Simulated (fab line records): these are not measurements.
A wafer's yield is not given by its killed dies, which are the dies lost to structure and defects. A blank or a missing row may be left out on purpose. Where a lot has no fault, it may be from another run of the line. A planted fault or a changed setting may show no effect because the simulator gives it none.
The tool behind it: which one? | flow sky130 | 15 lots with 45 wafers sampled at 3 steps, on a route of 708 steps

## WHAT THE GAUGES READ, wafer by wafer
SKY_FIELD_ISO_THK_MEAS_25. Usual: FIELD_ISO_CVD_24_THK gives 594 nm (standard deviation 6.3).
lot  | measured    | on            | FIELD_ISO_CVD_24_THK (nm) | flag
L188 | day 2 08:57 | film metro-02 | 596 602 595               |
L189 | day 2 14:11 | film metro-03 | 591 607 601               |
L191 | day 3 01:28 | film metro-02 | 589 593 597               |
L192 | day 3 05:51 | film metro-02 | 594 588 590               |
L194 | day 3 15:54 | film metro-03 | 608 601 600               |
L195 | day 3 19:15 | film metro-02 | 583 591 594               |
L197 | day 4 08:52 | film metro-04 | 589 591 590               |
L198 | day 4 12:07 | film metro-04 | 597 594 593               |
L199 | day 4 18:09 | film metro-04 | 598 598 596               |
L200 | day 4 23:53 | film metro-03 | 591 596 591               |
L201 | day 5 04:01 | film metro-02 | 589 592 592               |
L202 | day 5 11:58 | film metro-03 | 595 597 601               |
L203 | day 5 17:47 | film metro-04 | 600 582 587               |
L206 | day 6 05:56 | film metro-03 | 592 590 592               |
L211 | day 7 07:19 | film metro-02 | 599 600 596               |

SKY_PWDE_TW_MEAS_10. Usual: PWDE_TW gives 373.7 (standard deviation 2.7).
lot  | measured    | on            | PWDE_TW           | flag
L188 | day 4 01:22 | film metro-02 | 376.7 376.4 375.2 |
L189 | day 4 05:47 | film metro-01 | 372.2 372.1 374.6 |
L191 | day 4 19:00 | film metro-02 | 375.7 376.0 376.6 |
L192 | day 5 01:47 | film metro-01 | 371.5 373.3 372.8 |
L194 | day 5 08:19 | film metro-01 | 376.3 373.5 373.2 |
L195 | day 5 16:20 | film metro-02 | 373.2 373.6 373.4 |
L197 | day 6 03:06 | film metro-03 | 371.0 369.8 372.4 |
L198 | day 6 07:28 | film metro-01 | 369.3 368.4 370.5 |
L199 | day 6 14:43 | film metro-03 | 369.0 369.7 371.4 |
L200 | day 6 19:49 | film metro-01 | 369.8 374.0 370.1 |
L206 | day 8 02:46 | film metro-03 | 373.8 376.5 375.9 |
L211 | day 9 05:59 | film metro-03 | 376.9 377.5 376.5 |

## EACH LOT AND THE TOOL THAT RAN IT (in order: tool; ch and the chambers of the sampled wafers; start)
lot  | SKY_FIELD_ISO_OXIDATION_22
L188 | furnace-02 ch 0, day 2 07:38
L189 | furnace-02 ch 0, day 2 12:53
L191 | furnace-01 ch 0, day 3 00:10
L192 | furnace-01 ch 0, day 3 04:32
L194 | furnace-01 ch 0, day 3 14:34
L195 | furnace-02 ch 0, day 3 17:56
L197 | furnace-01 ch 0, day 4 07:34
L198 | furnace-02 ch 0, day 4 10:48
L199 | furnace-01 ch 0, day 4 16:50
L200 | furnace-02 ch 0, day 4 22:34
L201 | furnace-01, day 5 02:43
L202 | furnace-02, day 5 10:38
L203 | furnace-02, day 5 16:28
L206 | furnace-01 ch 0, day 6 04:36
L211 | furnace-02 ch 0, day 7 05:58
- SKY_FIELD_ISO_OXIDATION_22: stabilise 600 s, purge 300 s, target thk 10 nm.

## AS READ BY THE TOOLS THEMSELVES (means over the sampled wafers that have a number; for cases with no such wafer, the mark the record gives instead)
SKY_FIELD_ISO_OXIDATION_22. Usual: ox temp c 949.9 C, standard deviation 0.47; ox temp c max 953.3, standard deviation 1.3; spike tc lower C 951.7 C, standard deviation 0.93; spike tc upper C 950.0 C, standard deviation 1.1; tube_center_temp_C_max 952.4, standard deviation 0.41; zone power bottom pct 29.8 %, standard deviation 0.76.
lot  | tool       | ox temp c (C) | ox temp c max | spike tc lower C (C) | spike tc upper C (C) | tube_center_temp_C_max | zone power bottom pct (%) | flag
L188 | furnace-02 | 950.3         | 952.7         | 951.3                | 949.4                | 952.4                  | 30.3                      |
L189 | furnace-02 | 949.6         | 952.1         | 951.5                | 949.4                | 952.5                  | 30.4                      |
L191 | furnace-01 | 949.8         | 954.5         | 951.9                | 950.5                | 952.3                  | 28.7                      |
L192 | furnace-01 | 949.6         | 954.6         | 951.0                | 951.2                | 952.5                  | 28.8                      |
L194 | furnace-01 | 950.3         | 955.1         | 951.7                | 950.7                | 953.0                  | 29.1                      |
L195 | furnace-02 | 949.5         | 952.2         | 951.4                | 950.6                | 952.1                  | 30.3                      |
L197 | furnace-01 | 949.3         | 954.1         | 951.5                | 951.0                | 952.3                  | 28.8                      |
L198 | furnace-02 | 949.0         | 951.5         | 951.9                | 949.9                | 952.6                  | 30.4                      |
L199 | furnace-01 | 949.7         | 954.3         | 952.0                | 951.4                | 953.3                  | 29.3                      |
L200 | furnace-02 | 950.0         | 952.5         | 950.9                | 950.7                | 952.3                  | 30.4                      |
L201 | furnace-01 | -             | -             | -                    | -                    | -                      | -                         | OFF
L202 | furnace-02 | -             | -             | -                    | -                    | -                      | -                         | OFF
L203 | furnace-02 | -             | -             | -                    | -                    | -                      | -                         | OFF
L206 | furnace-01 | 949.9         | 954.7         | 952.2                | 950.4                | 952.7                  | 28.9                      |
L211 | furnace-02 | 950.4         | 952.6         | 951.2                | 950.8                | 952.5                  | 30.6                      |

## THE ANSWER, worked out from the rows above alone
Rule: a lot counts as off when the mean over its wafers that have a number is more than 3 standard deviations away from the usual mean. A lot without any number at a reading at which 4 lots or more have one is off too. Where the step has rows for the other lots, those lots are counted as sound. The gauges are gone through in route order, then the tools' own readings, and for those a lot's mean is taken as printed above. The first step at which some lot is off is used, and at that step the reading that is off furthest; a lot without a number counts as furthest.
Off: L201, L202, L203, at SKY_FIELD_ISO_OXIDATION_22 (ox temp c). Without a number there: L201, L202, L203.
A tool fits if, at that step or a process step before it, it ran every lot that is off, and no sound lot after the first of them. Not one of the candidates tried fits.

## WHAT WAS PUT IN BY THE SIMULATOR
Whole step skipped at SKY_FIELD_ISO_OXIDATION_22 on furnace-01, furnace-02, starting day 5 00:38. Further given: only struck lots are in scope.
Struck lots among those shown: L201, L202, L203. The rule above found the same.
